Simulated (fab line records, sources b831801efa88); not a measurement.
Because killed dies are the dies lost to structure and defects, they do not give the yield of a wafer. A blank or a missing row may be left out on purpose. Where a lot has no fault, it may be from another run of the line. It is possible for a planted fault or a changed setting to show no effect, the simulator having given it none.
Chamber matching + flow gf180mcu + rie_si-02 running GF_STI_ETCH_14: 4 sister chambers
The step etches Si in HBr/Cl2/O2, target depth 360 nm, time 102.9 s. 7 wafers are shown with their chamber, then 7 later ones without.

## WAFERS WITH THEIR CHAMBER
| wafer  | chamber | drypump_motor_current_A (A) | run_length_s (s) |
|--------|---------|-----------------------------|------------------|
| L168.2 | 3       | 6.1                         | 131.4            |
| L168.4 | 1       | 5.7                         | 131.8            |
| L169.2 | 3       | 6.2                         | 131.2            |
| L169.3 | 0       | 5.7                         | 131.0            |
| L169.4 | 0       | 5.7                         | 131.2            |
| L173.1 | 1       | 5.7                         | 132.0            |
| L173.4 | 2       | 6.2                         | 131.5            |

## WAFERS MISSING THEIR CHAMBER
| wafer  | drypump_motor_current_A (A) | run_length_s (s) |
|--------|-----------------------------|------------------|
| L173.6 | 5.7                         | 132.0            |
| L174.2 | 5.7                         | 131.7            |
| L174.3 | 6.2                         | 131.3            |
| L174.4 | 6.2                         | 131.9            |
| L188.3 | 6.2                         | 131.2            |
| L188.4 | 5.7                         | 131.3            |
| L188.5 | 6.2                         | 131.6            |

## WHICH CHAMBER EACH WENT THROUGH
| wafer  | from the rows above     | in truth                   |
|--------|-------------------------|----------------------------|
| L173.6 | 1                       | 1                          |
| L174.2 | 1                       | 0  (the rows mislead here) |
| L174.3 | can't be placed: 3 or 2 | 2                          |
| L174.4 | can't be placed: 2 or 3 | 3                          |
| L188.3 | can't be placed: 3 or 2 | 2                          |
| L188.4 | 0                       | 0                          |
| L188.5 | can't be placed: 2 or 3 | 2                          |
Placed correctly: 2 of 7. These rows do not allow placing 4 (true chamber among the candidates in 4). 1 placed wrongly.
How it was worked out, from the rows above alone: a wafer's distance from a chamber is the root of the sum, over the readings, of the square of ((its reading less the chamber's mean) divided by the reading's scatter). The wafer belongs to the nearest chamber; if the next one is less than 2 further off, it can't be placed. For every chamber, the mean is computed from those of its wafers that are shown. How the scatter is found: for the shown wafers, subtract from each reading the mean of its chamber, square and add these, divide the total by (wafers less chambers), then take the root.
